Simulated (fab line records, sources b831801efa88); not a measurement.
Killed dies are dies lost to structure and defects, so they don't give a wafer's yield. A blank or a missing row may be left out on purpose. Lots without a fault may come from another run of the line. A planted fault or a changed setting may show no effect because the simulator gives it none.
Problem report in the 8D (eight disciplines) form, filled by code | flow sky130 | the parts of the form that need people (team, actions taken, sign-off) are left out

1. THE PROBLEM
spin_speed_rpm at SKY_METAL3_COAT_08 reads a mean of 2574.4 rpm on 9 wafers of 3 lots; wafers without a fault read 3000.1 rpm with a standard deviation of 2.2. That is -99 or more standard deviations from the usual mean.
The step: resist thk 1140 nm.
First seen on wafer L749.2, day 39 10:00, on litho_track-04. The record holds 33 wafers of 11 lots with a number at this step. Rule for "out", or "out of limits": more than 4 standard deviations from the usual mean. The other wafers with a number count as sound.

2. WHAT IT IS AND WHAT IT IS NOT
question                    | is                     | is not
which readings at this step | spin_speed_rpm         | -
which lots                  | L749, L751, L753       | L744, L747, L757, L758, L760, L762, L764, L765
which wafers of those lots  | all that have a number | -
read on which tools         | litho_track-04         | litho_track-01, litho_track-02
when                        | from day 39 10:00      | up to then (6 sound wafers); but 18 sound wafers of L757, L758, L760, L762, L764, L765 came after

3. SUSPECTS, AND WHAT RULES EACH OUT
Counting: a tool at a process step up to the reading stays a suspect if it ran every lot that is out and no sound lot after the first of them.
- litho_track-04 at SKY_METAL3_COAT_08 (resist thk 1140 nm): ruled out as a lasting fault. Sound lots L762, L765 ran on it after its first lot that is out, L749 (day 39 10:00).
Left after counting: nothing in the record.

4. THE CAUSE (what the simulator had put in)
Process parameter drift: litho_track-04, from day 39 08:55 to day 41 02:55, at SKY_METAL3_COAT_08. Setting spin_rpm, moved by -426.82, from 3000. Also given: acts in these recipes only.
Counting ruled it out, wrongly.

5. THE CHAIN OF EFFECTS, in route order
Each row: a reading whose mean over the struck wafers that have a number lies more than 3 standard deviations from the usual. Only readings for which the record gives a usual standard deviation are gone through. hours: the time from each lot's start at the first step in this table that gives one to its start at this step, as a median over the lots. sigmas: the change in usual standard deviations.
hours | step                | reading                  | usual      | on struck wafers | change | sigmas
0     | SKY_METAL3_COAT_08  | spin_speed_rpm           | 3000.1 rpm | 2574.4           | -425.7 | -99 or more
14    | SKY_METAL3_STRIP_19 | oes_product_au           | 0.501 a.u. | 0.543            | +0.042 | +6.4
14    | SKY_METAL3_STRIP_19 | strip_time_to_endpoint_s | 6.51 s     | 7.46             | +0.95  | +9.5
The process steps in it:
- SKY_METAL3_COAT_08: resist thk 1140 nm.
- SKY_METAL3_STRIP_19: strips in O2/N2.

6. WHAT WOULD HAVE CAUGHT IT SOONER
In this record the first reading out of limits was taken at day 39 10:00, 1 hour after the fault began at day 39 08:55.
